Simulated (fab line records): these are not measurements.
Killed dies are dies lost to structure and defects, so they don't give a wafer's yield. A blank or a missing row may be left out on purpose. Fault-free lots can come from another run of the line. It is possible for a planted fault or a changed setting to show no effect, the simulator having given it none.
The same fault as seen by 2 desks	flow gf180mcu	what lay behind the numbers comes last; until then each desk has only its own

== THE TOOL OWNER'S DESK: cmp-02 ==
The tool's own readings at GF_V5_CMP_26 (polishes, stops on SiO2, t overpolish 15 s, target thk 0 nm): means of the sampled wafers that have a number, for each lot that ran on this tool. If a lot's mean is further than 4 standard deviations from the usual mean, the lot is out of limits and carries the mark OUT (the distance appears in the brackets).
Columns: A = motorCurrentA at GF_V5_CMP_26, usual 11.4 A; B = overpolishRunS at GF_V5_CMP_26, usual 15.002 s; C = timeToEndpointS at GF_V5_CMP_26, usual 83.3 s
lot	first seen here	A	B	C
L272	day 27 13:32	12.1	15.012	83.0
L273	day 27 19:49	11.1	15.005	83.5
L275	day 28 14:03	11.4	14.998	84.2
L278	day 29 16:22	11.0	14.999	82.7
L281	day 30 07:01	11.9	16.105 (+99 or more) OUT	84.6
L282	day 30 11:20	11.5	16.114 (+99 or more) OUT	84.5
L292	day 32 23:55	12.0	14.997	83.3
L293	day 33 00:46	12.0	14.997	84.8
L294	day 33 10:24	11.8	15.000	84.1
Finding of this desk: L281, L282 out of limits; the first was L281 at day 30 07:01, on overpolishRunS at GF_V5_CMP_26. Within limits: L272, L273, L275, L278, L292, L293, L294.

== METROLOGY DESK ==
What the gauges read for every lot (on any tool): the sampled wafers with a number, averaged. If a lot's mean is further than 4 standard deviations from the usual mean, the lot is out of limits and carries the mark OUT (the distance appears in the brackets).
Columns: A = cdNm at GF_V5_CD_MEAS_14, usual 259.9 nm; B = V5_W_RS at GF_V5_RS_MEAS_24, usual 0.328 ohm/sq
lot	first seen here	A	B
L272	day 27 12:17	257.7	0.327
L274	day 27 18:01	259.0	0.328
L273	day 27 18:25	260.2	0.331
L275	day 28 12:44	261.5	0.330
L276	day 28 20:19	260.3	0.328
L278	day 29 15:09	261.3	0.331
L281	day 30 05:47	259.6	0.328
L282	day 30 10:05	261.7	0.330
L287	day 31 17:20	257.5	0.328
L290	day 32 11:58	260.1	0.321
L292	day 32 22:40	258.7	0.326
L293	day 32 23:28	259.1	0.331
L294	day 33 09:10	259.1	0.328
This desk found nothing out of limits on any of the 13 lots.

== BROUGHT TOGETHER ==
The tool owner's desk had the chance to raise an alarm at day 30 07:01 on L281, L282.
The metrology desk saw nothing out of limits.
The metrology desk has L281, L282 on record, within its limits.
Every lot named ran GF_V5_CMP_26 on cmp-02.

== WHAT WAS PUT IN BY THE SIMULATOR ==
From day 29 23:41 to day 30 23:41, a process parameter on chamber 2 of cmp-02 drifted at GF_V5_CMP_26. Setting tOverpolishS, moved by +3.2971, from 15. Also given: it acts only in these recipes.
Struck lots among those shown: L281, L282.
Time in hours from fault onset to the first out-of-limits reading at each desk: the tool owner's desk, 7.
